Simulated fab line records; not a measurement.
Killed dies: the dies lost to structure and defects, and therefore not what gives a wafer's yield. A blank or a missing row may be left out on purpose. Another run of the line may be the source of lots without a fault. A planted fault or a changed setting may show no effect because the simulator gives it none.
fab line records	flow gf180mcu
[record] lots = 6	wafers = 18	last_day = 33
route steps=602 shown LVPWELL@64 MVSD@66 MVPSD@78 VT_IMPLANT@90
lots untouched by any fault: they come from a run of this same line in which no faults occurred
start_h: start of the lot's first displayed wafer, in hours after the record's first day	wait_h: hours elapsed since this lot's preceding step	" identical to the entry in the row above	L1.1+2: a single row standing in for several wafers	- no value, or no start was given	* or withheld: withheld	< > ~ a bound
route shown NAME@n: NAME is a module with steps in the file, n the number in the route of the first one	usual: average and standard deviation across the fault-free wafers	same: alike in all rows	chamber/n: place in a boat	sites: readings site by site	_std_site: the values' standard deviation	_edge_site: mean of outer sites minus mean of inner sites	radius_mm: how far each site lies from the wafer's centre	mask NAME#n: copy n	behind: the most recent tool/chamber to have shaped the wafer	hold: reason for holding the lot/hours on hold/outcome of the hold	device: which transistor (n, p or np) failed to switch	end of line: tests of these same wafers at the route's end	step lacking rows: just its recipe	killed: dies that structure and defects cost at the first sort, which is not the same as the wafer's yield	map: a wafer's dies, marking killed ones x, the rest . and places with no die _
set.NAME: the setting the step ran with; set.NAME@STEP: the setting that earlier step ran with	model.NAME: the simulator's own value behind a step, which no gauge read
lots at selected steps of the route; one table per step, one row per wafer
services: a tool's chamber out of use, with start hour (start_h, from the record's first day; less than 0 if before it), hours out, and reason
[[steps]]
[step GF_LVPWELL_STRIP_10]
[recipe] chemistry = O2/N2	power_w = 1400	pressure_mtorr = 1500	platen_temp_c = 250	o2_flow_sccm = 3000	n2_flow_sccm = 300	overash_fraction = 0.5
[usual] chamber_pressure_mTorr = 1499.8/1.5	drypump_motor_current_A = 5.8/0.72	heater_power_w = 334/23	oes_product_au = 0.722/0.0049	strip_time_to_endpoint_s = 36.93/0.095
[same] overash_fraction = 0.5
lot.wafer	tool	chamber	start_h	wait_h	chamber_pressure_mTorr	drypump_motor_current_A	heater_power_w	oes_product_au	rf_hours_counter_h	strip_time_to_endpoint_s
L474.1	plasma_asher-03	0	72.78	0.1	1499.5	5.1	357	0.718	39	36.84
L474.3	"	0	"	"	1499.4	5.2	365	0.713	-	36.93
L474.5	"	1	"	"	1501.9	6.1	329	0.722	-	36.95
L480.1	plasma_asher-04	1	109.55	0.1	1498.7	6.2	331	0.716	48	36.90
L480.3	"	1	"	"	1500.4	6.3	326	0.719	-	36.92
L480.6	"	1	"	"	1498.4	6.2	331	0.721	-	36.90
L481.1	plasma_asher-03	0	110.60	0.1	1500.1	5.2	361	0.720	43	36.99
L481.2	"	1	"	"	1499.8	6.1	326	0.726	43	36.97
L481.3	"	0	"	"	1501.8	5.2	356	0.718	-	36.97
L486.1	plasma_asher-04	1	147.88	0.1	1500.3	6.2	327	0.719	52	36.87
L486.2	"	0	"	"	1496.6	6.1	305	0.713	52	37.02
L486.6	"	1	"	"	1499.7	6.3	332	0.727	-	36.79
L489.2	plasma_asher-04	0	164.48	0.1	1499.7	6.1	311	0.729	54	36.95
L489.3	"	0	"	"	1501.8	6.1	305	0.730	-	36.91
L489.5	"	1	"	"	1502.3	6.2	321	0.727	-	36.89
L492.1	plasma_asher-01	1	175.60	0.1	1500.5	6.8	367	0.726	37	36.93
L492.2	"	0	"	"	1501.8	4.7	303	0.721	37	36.90
L492.5	"	1	"	"	1498.1	6.8	367	0.721	-	36.75
[step GF_LVPWELL_TW_MEAS_11]
[usual] LVPWELL_TW = 561/6.6
lot.wafer	tool	chamber	start_h	wait_h	LVPWELL_TW
L474.1	film_metro-04	-	72.88	0.1	551
L474.3	"	-	"	"	549
L474.5	"	-	"	"	549
L480.1	film_metro-01	-	109.65	0.1	560
L480.3	"	-	"	"	561
L480.6	"	-	"	"	564
L481.1	film_metro-04	-	110.70	0.1	556
L481.2	"	-	"	"	554
L481.3	"	-	"	"	554
L486.1	film_metro-03	-	147.98	0.1	562
L486.2	"	-	"	"	561
L486.6	"	-	"	"	568
L489.2	film_metro-03	-	164.59	0.1	566
L489.3	"	-	"	"	567
L489.5	"	-	"	"	565
L492.1	film_metro-03	-	175.70	0.1	568
L492.2	"	-	"	"	567
L492.5	"	-	"	"	570
[step GF_MVSD_DEHYDRATE_00]
[recipe] temp_c = 200	time_s = 60
[step GF_MVSD_HMDS_01]
[recipe] prime_time_s = 60	prime_temp_c = 120
[step GF_MVSD_COAT_02]
[recipe] spin_rpm = 2000	resist_thk_nm = 3000
[step GF_MVSD_SOFTBAKE_03]
[recipe] temp_c = 110	time_s = withheld
[step GF_MVSD_EXPOSE_04]
[recipe] mask_id = MVSD	target_cd_nm = 1000	na = 0.6	source_shape = conventional	sigma_outer = 0.6	dose_mj = 263
[step GF_MVSD_PEB_05]
[recipe] temp_c = 115	time_s = withheld
[step GF_MVSD_DEVELOP_06]
[recipe] wall_angle_deg = 90	develop_time_s = 60	dev_temp_c = 23
[step GF_MVSD_OVL_MEAS_07]
[usual] MVSD_OVL = -0.8/1.3
lot.wafer	tool	chamber	start_h	wait_h	MVSD_OVL[nm]
L474.1	overlay-02	-	85.66	-	1.3
L474.3	"	-	"	"	-0.3
L474.5	"	-	"	"	-1.2
L480.1	overlay-02	-	124.85	-	1.4
L480.3	"	-	"	"	-0.2
L480.6	"	-	"	"	-0.4
L481.1	overlay-02	-	126.11	-	-1.3
L481.2	"	-	"	"	-0.7
L481.3	"	-	"	"	-0.3
L486.1	overlay-02	-	164.26	-	-2.3
L486.2	"	-	"	"	-0.6
L486.6	"	-	"	"	-0.3
L489.2	overlay-02	-	179.52	-	-2.4
L489.3	"	-	"	"	-2.6
L489.5	"	-	"	"	-3.3
L492.1	overlay-01	-	192.51	-	0.1
L492.2	"	-	"	"	-0.6
L492.5	"	-	"	"	-0.7
[step GF_MVSD_IMPLANT_08]
[recipe] species = P	energy_kev = 400	dose_cm2 = 1.6e+13	tilt_deg = 0
[step GF_MVSD_IMPLANT_09]
[recipe] species = P	energy_kev = 100	dose_cm2 = 5e+12	tilt_deg = 0
[step GF_MVSD_STRIP_10]
[recipe] chemistry = O2/N2	power_w = 1400	pressure_mtorr = 1500	platen_temp_c = 250	o2_flow_sccm = 3000	n2_flow_sccm = 300	overash_fraction = 0.5
[usual] chamber_pressure_mTorr = 1500.0/1.4	drypump_motor_current_A = 5.9/0.65	heater_power_w = 366/35	oes_product_au = 0.722/0.0043	overash_fraction = 0.5/0	strip_time_to_endpoint_s = 36.96/0.097
lot.wafer	tool	chamber	start_h	wait_h	chamber_pressure_mTorr	drypump_motor_current_A	heater_power_w	oes_product_au	overash_fraction	rf_hours_counter_h	strip_time_to_endpoint_s	model.coat_of_MVSD_COAT_02.thk_nm
L474.1	plasma_asher-02	1	86.00	0.1	1499.0	6.5	407	0.725	0.5	44	37.07	0
L474.3	"	0	"	"	1500.8	6.0	397	0.725	0.5	-	37.06	0
L474.5	"	0	"	"	1498.1	6.0	394	0.729	0.5	-	37.03	0
L480.1	plasma_asher-02	1	125.18	0.1	-	-	-	-	-	-	-	2991
L480.3	"	1	"	"	-	-	-	-	-	-	-	3004
L480.6	"	0	"	"	-	-	-	-	-	-	-	3010
L481.1	plasma_asher-01	1	126.45	0.1	-	-	-	-	-	-	-	3008
L481.2	"	0	"	"	-	-	-	-	-	-	-	3008
L481.3	"	1	"	"	-	-	-	-	-	-	-	3001
L486.1	plasma_asher-02	0	164.59	0.1	1498.1	6.0	390	0.718	0.5	6	36.97	0
L486.2	"	1	"	"	1501.4	6.5	406	0.719	0.5	6	36.91	0
L486.6	"	1	"	"	1498.7	6.5	411	0.723	0.5	-	36.95	0
L489.2	plasma_asher-01	1	179.85	0.1	1500.1	6.8	356	0.719	0.5	38	36.98	0
L489.3	"	1	"	"	1501.8	6.8	362	0.722	0.5	-	37.03	0
L489.5	"	1	"	"	1498.1	6.8	360	0.719	0.5	-	36.96	0
L492.1	plasma_asher-02	0	192.84	0.1	1500.2	6.0	393	0.717	0.5	8	37.01	0
L492.2	"	1	"	"	1499.2	6.6	405	0.723	0.5	8	36.95	0
L492.5	"	0	"	"	1500.1	6.0	391	0.725	0.5	-	36.94	0
[step GF_MVSD_TW_MEAS_11]
[usual] MVSD_TW = 1582/18
lot.wafer	tool	chamber	start_h	wait_h	MVSD_TW
L474.1	film_metro-03	-	86.10	0.1	1590
L474.3	"	-	"	"	1596
L474.5	"	-	"	"	1584
L480.1	film_metro-03	-	125.28	0.1	1592
L480.3	"	-	"	"	1593
L480.6	"	-	"	"	1597
L481.1	film_metro-03	-	126.55	0.1	1590
L481.2	"	-	"	"	1591
L481.3	"	-	"	"	1587
L486.1	film_metro-04	-	164.69	0.1	1545
L486.2	"	-	"	"	1545
L486.6	"	-	"	"	1547
L489.2	film_metro-03	-	179.96	0.1	1591
L489.3	"	-	"	"	1593
L489.5	"	-	"	"	1599
L492.1	film_metro-03	-	192.94	0.1	1591
L492.2	"	-	"	"	1592
L492.5	"	-	"	"	1582
[step GF_MVPSD_DEHYDRATE_00]
[recipe] temp_c = 200	time_s = 60
[step GF_MVPSD_HMDS_01]
[recipe] prime_time_s = 60	prime_temp_c = 120
[step GF_MVPSD_COAT_02]
[recipe] spin_rpm = 2000	resist_thk_nm = 3000
[step GF_MVPSD_SOFTBAKE_03]
[recipe] temp_c = 110	time_s = withheld
[step GF_MVPSD_EXPOSE_04]
[recipe] mask_id = MVPSD	target_cd_nm = 1000	na = 0.6	source_shape = conventional	sigma_outer = 0.6	dose_mj = 260
[step GF_MVPSD_PEB_05]
[recipe] temp_c = 115	time_s = withheld
[step GF_MVPSD_DEVELOP_06]
[recipe] wall_angle_deg = 90	develop_time_s = 60	dev_temp_c = 23
[step GF_MVPSD_OVL_MEAS_07]
[usual] MVPSD_OVL = -1.0/1.4
lot.wafer	tool	chamber	start_h	wait_h	MVPSD_OVL[nm]
L474.1	overlay-02	-	99.39	-	-3.5
L474.3	"	-	"	"	-1.9
L474.5	"	-	"	"	-2.7
L480.1	overlay-02	-	141.44	-	-2.7
L480.3	"	-	"	"	-4.5
L480.6	"	-	"	"	-3.7
L481.1	overlay-02	-	141.91	-	-3.1
L481.2	"	-	"	"	-2.0
L481.3	"	-	"	"	-0.8
L486.1	overlay-02	-	179.99	-	-1.9
L486.2	"	-	"	"	-0.8
L486.6	"	-	"	"	0.0
L489.2	overlay-02	-	196.01	-	0.4
L489.3	"	-	"	"	0.0
L489.5	"	-	"	"	2.5
L492.1	overlay-01	-	209.54	-	-2.6
L492.2	"	-	"	"	-2.0
L492.5	"	-	"	"	-2.1
[step GF_MVPSD_IMPLANT_08]
[recipe] species = B	energy_kev = 170	dose_cm2 = 1.5e+13	tilt_deg = 0
[step GF_MVPSD_IMPLANT_09]
[recipe] species = B	energy_kev = 40	dose_cm2 = 5e+12	tilt_deg = 0
[step GF_MVPSD_STRIP_10]
[recipe] chemistry = O2/N2	power_w = 1400	pressure_mtorr = 1500	platen_temp_c = 250	o2_flow_sccm = 3000	n2_flow_sccm = 300	overash_fraction = 0.5
[usual] chamber_pressure_mTorr = 1499.9/1.4	drypump_motor_current_A = 6.0/0.74	heater_power_w = 347/38	oes_product_au = 0.722/0.0047	strip_time_to_endpoint_s = 36.96/0.098
[same] overash_fraction = 0.5
lot.wafer	tool	chamber	start_h	wait_h	chamber_pressure_mTorr	drypump_motor_current_A	heater_power_w	oes_product_au	rf_hours_counter_h	strip_time_to_endpoint_s
L474.1	plasma_asher-01	1	99.73	0.1	1498.4	6.8	359	0.720	30	36.90
L474.3	"	1	"	"	1501.2	6.8	358	0.717	-	36.83
L474.5	"	0	"	"	1501.3	4.7	310	0.714	-	36.88
L480.1	plasma_asher-01	0	141.78	0.1	1499.1	4.7	311	0.733	33	81.07
L480.3	"	0	"	"	1500.1	4.7	303	0.738	-	81.32
L480.6	"	0	"	"	1499.6	4.7	300	0.734	-	81.38
L481.1	plasma_asher-04	1	142.25	0.1	1499.5	6.2	327	0.733	52	81.33
L481.2	"	0	"	"	1502.7	6.1	317	0.731	52	81.49
L481.3	"	0	"	"	1501.3	6.1	307	0.737	-	81.33
L486.1	plasma_asher-04	0	180.33	0.1	1499.4	6.1	307	0.722	56	36.88
L486.2	"	1	"	"	1500.3	6.3	328	0.723	56	36.78
L486.6	"	1	"	"	1499.4	6.3	326	0.719	-	36.92
L489.2	plasma_asher-02	0	196.34	0.1	1500.4	6.0	414	0.719	9	36.97
L489.3	"	1	"	"	1499.4	6.5	406	0.727	-	36.88
L489.5	"	0	"	"	1499.5	6.0	395	0.721	-	36.97
L492.1	plasma_asher-01	1	209.88	0.1	1499.4	6.8	361	0.720	40	36.91
L492.2	"	0	"	"	1502.6	4.7	304	0.724	40	36.81
L492.5	"	0	"	"	1499.6	4.7	302	0.721	-	36.88
[step GF_MVPSD_TW_MEAS_11]
[usual] MVPSD_TW = 554/6.5
lot.wafer	tool	chamber	start_h	wait_h	MVPSD_TW
L474.1	film_metro-03	-	99.83	0.1	561
L474.3	"	-	"	"	555
L474.5	"	-	"	"	559
L480.1	film_metro-01	-	141.88	0.1	30
L480.3	"	-	"	"	30
L480.6	"	-	"	"	30
L481.1	film_metro-04	-	142.35	0.1	29
L481.2	"	-	"	"	29
L481.3	"	-	"	"	29
L486.1	film_metro-04	-	180.43	0.1	548
L486.2	"	-	"	"	548
L486.6	"	-	"	"	548
L489.2	film_metro-03	-	196.45	0.1	555
L489.3	"	-	"	"	556
L489.5	"	-	"	"	554
L492.1	film_metro-01	-	209.98	0.1	559
L492.2	"	-	"	"	558
L492.5	"	-	"	"	557
[step GF_VT_IMPLANT_DEHYDRATE_00]
[recipe] temp_c = 200	time_s = 60
[[services]]
tool	chamber	start_h	hours	kind
plasma_asher-01	-	51.98	1.0	repair
plasma_asher-02	-	108.75	9.0	pm
plasma_asher-02	0	108.75	9.0	vent_cycle
plasma_asher-02	1	108.75	9.0	vent_cycle
plasma_asher-02	0	117.75	-	clean
plasma_asher-02	1	117.75	-	clean
plasma_asher-03	-	133.18	3.0	repair
plasma_asher-01	-	136.00	1.9	repair
plasma_asher-01	-	136.06	5.3	repair
plasma_asher-02	-	169.18	1.9	repair
plasma_asher-01	-	198.86	2.0	repair
[[key]]
[first_sign] step = GF_MVSD_STRIP_10	reading = tool_record	direction = missing
[effect] step = GF_MVPSD_STRIP_10	reading = strip_time_to_endpoint_s	direction = up	sigmas = 99+	usual = *	struck = *
[effect] step = GF_MVPSD_TW_MEAS_11	reading = MVPSD_TW	direction = down	sigmas = 81	usual = 554	struck = 30
[model_effect] step = GF_MVSD_STRIP_10	value = coat_of_MVSD_COAT_02.thk_nm	without = 0	struck = 3004
met_at GF_MVSD_STRIP_10
struck_wafers L480.1,L480.3,L480.6,L481.1,L481.2,L481.3
rows_end L481.1,L481.2,L481.3
sort_left_out L480.1,L480.3,L480.6
tester_left_out L480
onset_between 86.00 125.18
[fault] kind = skipped_step_whole	tool = plasma_asher-01,plasma_asher-02	chamber = -	onset_h = 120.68	steps = GF_MVSD_STRIP_10	scope = struck_lots_only
// tester_left_out: of these lots the tester's yield and bins aren't shown, on N5 and GAA mostly nor the transistor test; their killed dies are dies lost to structure and defects alone, not to doping, threshold or leakage, so they don't give the yield
// sort_left_out: the simulated sort isn't trusted on such a fault, so these wafers' sort isn't shown, and their yield isn't known
// rows_end: these wafers met a further fault down the route, and their rows from its step on are left out
